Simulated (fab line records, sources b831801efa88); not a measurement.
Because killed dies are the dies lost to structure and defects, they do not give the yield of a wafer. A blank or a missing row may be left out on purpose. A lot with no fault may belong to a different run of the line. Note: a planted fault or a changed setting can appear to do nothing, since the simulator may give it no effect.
8D (eight disciplines) problem report, filled in by code / flow gf180mcu / the parts of the form that need people (team, actions taken, sign-off) are left out

== 1. PROBLEM STATEMENT ==
GF_V1_DEHYDRATE_06, run length s: mean 98.33 s over 1 wafer from 1 lot; wafers with no fault: 89.13 s, standard deviation 0.25. Measured from the usual mean, that is +37 standard deviations.
The step: time 60 s.
First observed at day 22 14:58: wafer L213.1, on litho track-02. The record has a number at this step for 39 wafers belonging to 13 lots. The rule behind "out" and "out of limits": a value lying over 4 standard deviations away from the usual mean. The other wafers with a number count as sound.

== 2. WHAT THIS IS AND IS NOT ==
question=which readings at this step | is=run length s | is not=-
question=which lots | is=L213 | is not=L200, L202, L203, L204, L205, L206, L208, L211, L220, L221, L222, L223
question=which wafers of those lots | is=L213.1 | is not=L213.4, L213.6
question=read on which tools | is=litho track-02 | is not=litho track-01, litho track-03
question=when | is=from day 22 14:58 | is not=up to then (26 sound wafers); but 12 sound wafers of L220, L221, L222, L223 came after

== 3. SUSPECTS, AND WHAT RULES EACH OUT ==
Counting: a tool at a process step up to the reading stays a suspect if it ran every lot that is out. Sound lots after the first of them don't rule it out here, since some wafers of a struck lot are sound.
- litho track-02 at GF_V1_DEHYDRATE_06 (time 60 s): kept. L213, the lot that is out, went through it at day 22 14:58; up to then, the latest sound lot through it was L208 at day 21 00:10. Its own run length s readings are out on those wafers.
The count leaves litho track-02 at GF_V1_DEHYDRATE_06.

== 4. THE CAUSE (what the simulator had put in) ==
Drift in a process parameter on litho track-02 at GF_V1_DEHYDRATE_06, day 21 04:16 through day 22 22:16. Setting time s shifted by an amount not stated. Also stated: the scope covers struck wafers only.
Only this tool survived the counting.

== 5. SEQUENCE OF EFFECTS, ordered by route ==
Each row: a reading whose mean over the struck wafers that have a number lies more than 3 standard deviations from the usual. Only readings for which the record gives a usual standard deviation are gone through. hours: the time from each lot's start at the first step in this table that gives one to its start at this step, as a median over the lots. sigmas: the change in usual standard deviations.
hours=0; step=GF_V1_DEHYDRATE_06; reading=run length s; usual=89.13 s; on struck wafers=98.33; change=+9.20; sigmas=+37
It contains these process steps:
- GF_V1_DEHYDRATE_06: time 60 s.
At these later measuring or inspecting steps, every struck wafer for which the step has a row has a number for every such reading, and none has moved that far: GF_V2_OVL_MEAS_15.

== 6. HOW IT WOULD HAVE BEEN CAUGHT EARLIER ==
In this record the first reading out of limits was taken at day 22 14:58, 35 hours after the fault began at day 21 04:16.
